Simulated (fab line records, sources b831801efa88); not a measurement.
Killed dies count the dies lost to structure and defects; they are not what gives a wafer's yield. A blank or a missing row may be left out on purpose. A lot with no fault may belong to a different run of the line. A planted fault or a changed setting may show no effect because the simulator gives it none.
What tool caused it? | flow gf180mcu | at 1 step of a route of 602, 14 lots with 42 wafers sampled

== WHAT EACH GAUGE READ, for each wafer ==
GF_V3_BOW_MEAS_05.
lot  | measured     | on            | V3_BOW (um)
L138 | day 22 06:24 | film_metro-04 | 124 121 118
L139 | day 22 19:04 | film_metro-02 | 117 116 125
L143 | day 24 09:51 | film_metro-01 | 120 118 132
L144 | day 24 11:14 | film_metro-02 | 100 113 108
L145 | day 24 15:26 | film_metro-01 | 104 105 108
L148 | day 25 18:26 | film_metro-04 | 107 114 99
L149 | day 26 01:25 | film_metro-04 | 119 124 128
L150 | day 26 05:13 | film_metro-02 | 118 106 107
L151 | day 26 16:31 | film_metro-04 | 116 113 108
L153 | day 27 06:33 | film_metro-02 | 122 111 124
L154 | day 27 15:25 | film_metro-04 | 123 129 120
L155 | day 27 19:19 | film_metro-04 | 121 105 124
L158 | day 28 15:52 | film_metro-01 | 110 112 100
L159 | day 28 18:26 | film_metro-02 | 120 105 120

== EACH LOT AND THE TOOL THAT RAN IT (in order: tool; ch and the chambers of the sampled wafers; start) ==
The record shows no process step preceding these readings.

== AS READ BY THE TOOLS THEMSELVES (means over the sampled wafers that have a number; for cases with no such wafer, the mark the record gives instead) ==
The record holds no such reading with a usual standard deviation.

== THE ANSWER, worked out from the rows above alone ==
Rule: the usual values come from the lots themselves. Put in order of their means at a reading, lots are off if they are a third of the lots or fewer, leave a main group of 4 or more, and stand apart from it by a gap of 3 or more times the standard deviation of the main group's means; of several such gaps the widest counts. Not used: any main group whose means are identical at the precision the tables above print for the reading. Also off: a lot with no number at a reading for which 4 or more lots have one. All remaining lots with rows at the step are treated as sound. Order of review: gauges by route order, followed by the tools' own readings, for which a lot's mean as printed above is used. The first step at which some lot is off is used, and at that step the reading that is off furthest; a lot without a number counts as furthest.
None of the lots is off at any reading shown; this tells nothing.

== WHAT HAD BEEN PUT IN BY THE SIMULATOR ==
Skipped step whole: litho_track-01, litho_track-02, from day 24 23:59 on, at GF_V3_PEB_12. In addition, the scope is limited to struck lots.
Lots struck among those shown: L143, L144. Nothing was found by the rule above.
